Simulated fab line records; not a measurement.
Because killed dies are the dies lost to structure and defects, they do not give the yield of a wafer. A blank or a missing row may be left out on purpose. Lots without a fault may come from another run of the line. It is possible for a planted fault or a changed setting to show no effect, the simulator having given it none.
Split-lot experiment | flow gf180mcu | route with 602 steps; 5 lots, 23 wafers read

## SPLIT DETAILS
At GF_V2_CVD_23 (deposits W, target thk 350 nm, time 104.94 s), the setting tempC was moved away from the recipe's 400 C on 9 of the 23 wafers read, by -2.9% to +3.0%. This setting was run at the recipe's value on the other wafers.

## SPLIT TO READING: what lies between them in the file, 1 step
- GF_V2_RS_MEAS_24: measures by four-point-probe

## THE READING
V2_W_THK, in nm, at GF_V2_THK_MEAS_25 (measures by xrf). A value of 346 nm with a standard deviation of 5.8 nm is what fault-free wafers of this fab line usually give.

wafer  | tool, chamber at the split | tempC as run, C | against the recipe | V2_W_THK, nm | against lot-mates on the recipe
L076.2 | cvdW-01, 1                 | 412             | +3.0%              | 426          | +80
L076.3 | cvdW-01, 0                 | 400             | recipe             | 340          | -
L076.4 | cvdW-01, 1                 | 412             | +3.0%              | 427          | +81
L076.5 | cvdW-01, 0                 | 412             | +3.0%              | 414          | +68
L076.6 | cvdW-01, 1                 | 400             | recipe             | 352          | -
L079.2 | cvdW-02, 0                 | 400             | recipe             | 352          | -
L079.3 | cvdW-02, 0                 | 400             | recipe             | 353          | -
L079.6 | cvdW-02, 1                 | 400             | recipe             | 340          | -
L082.2 | cvdW-02, 1                 | 388.5           | -2.9%              | 282          | -67
L082.3 | cvdW-02, 1                 | 400             | recipe             | 346          | -
L082.4 | cvdW-02, 0                 | 400             | recipe             | 352          | -
L082.5 | cvdW-02, 0                 | 388.5           | -2.9%              | 288          | -61
L082.6 | cvdW-02, 1                 | 400             | recipe             | 348          | -
L083.1 | cvdW-02, 0                 | 400             | recipe             | 350          | -
L083.3 | cvdW-02, 0                 | 392.2           | -2.0%              | 300          | -47
L083.4 | cvdW-02, 1                 | 392.2           | -2.0%              | 298          | -49
L083.5 | cvdW-02, 1                 | 400             | recipe             | 339          | -
L083.6 | cvdW-02, 0                 | 400             | recipe             | 351          | -
L084.1 | cvdW-01, 1                 | 400             | recipe             | 353          | -
L084.3 | cvdW-01, 1                 | 394.1           | -1.5%              | 315          | -38
L084.4 | cvdW-01, 1                 | 394.1           | -1.5%              | 317          | -36
L084.5 | cvdW-01, 1                 | 400             | recipe             | 353          | -
L084.6 | cvdW-01, 1                 | 400             | recipe             | 352          | -

FIT RESULTS
A straight line over all 23 wafers: V2_W_THK changes by +23.8 nm for each +1% of tempC; r = +0.99; the points scatter about the line by 5.2 nm.
The same after taking each lot's own level away (the mean of its wafers on the recipe; 23 wafers): +24.3 nm for each +1%; r = +0.99; scatter 4.9 nm.
The reading moves by 73 nm for the largest change in tempC, on that fit.
The span of the lots' own levels, 346.0 to 352.7 nm, comes to 1.1 times the standard deviation stated above.
So the lot-to-lot level changes the slope little: the two slopes agree.
Check: with one of the wafers moved furthest among these (+3.0%) left out of the fit, the line predicts +72.1 nm for it against its lot-mates. Against them it came out at +80 nm.

## ADDITIONAL SPLITS CARRIED BY THESE WAFERS
These wafers also went through other splits before the reading. Each is held against what the fit with the lots' levels taken away leaves over:
other split on the same wafers | wafers away from the commonest value | r with V2_W_THK (lot level and that fit taken away)
GF_V1_CMP_04 leaveAboveRefNm   | 7                                    | +0.02
GF_V1_PEB_12 pebTempC          | 8                                    | -0.22
GF_M2_SPUTTER_00 timeS         | 5                                    | +0.09
GF_M2_SPUTTER_04 timeS         | 10                                   | +0.36
GF_M2_EXPOSE_11 doseMj         | 10                                   | +0.10

## THE WHOLE CHAIN: every reading that the file lists as answering this split, in the file's order
step              | what it does                                                | reading                                                               | change (the file's fit)              | r (the file's)
GF_V2_CVD_23      | deposits W, target thk 350 nm, time 104.94 s                | W_of_V2_CVD_23.thkNm (the simulator's own value, which no gauge read) | +25.4 nm for each +1% of the setting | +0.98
GF_V2_RS_MEAS_24  | measures by four-point-probe                                | V2_W_RS                                                               | -0.0237 for each +1% of the setting  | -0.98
GF_V2_THK_MEAS_25 | measures by xrf                                             | V2_W_THK                                                              | +24.1 for each +1% of the setting    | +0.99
GF_V2_CMP_26      | polishes, stops on SiO2, t overpolish 15 s, target thk 0 nm | timeToEndpointS                                                       | withheld for each +1% of the setting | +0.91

## FILE'S OWN FIT
V2_W_THK changes by +24.1 nm for each +1% of tempC, r = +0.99.
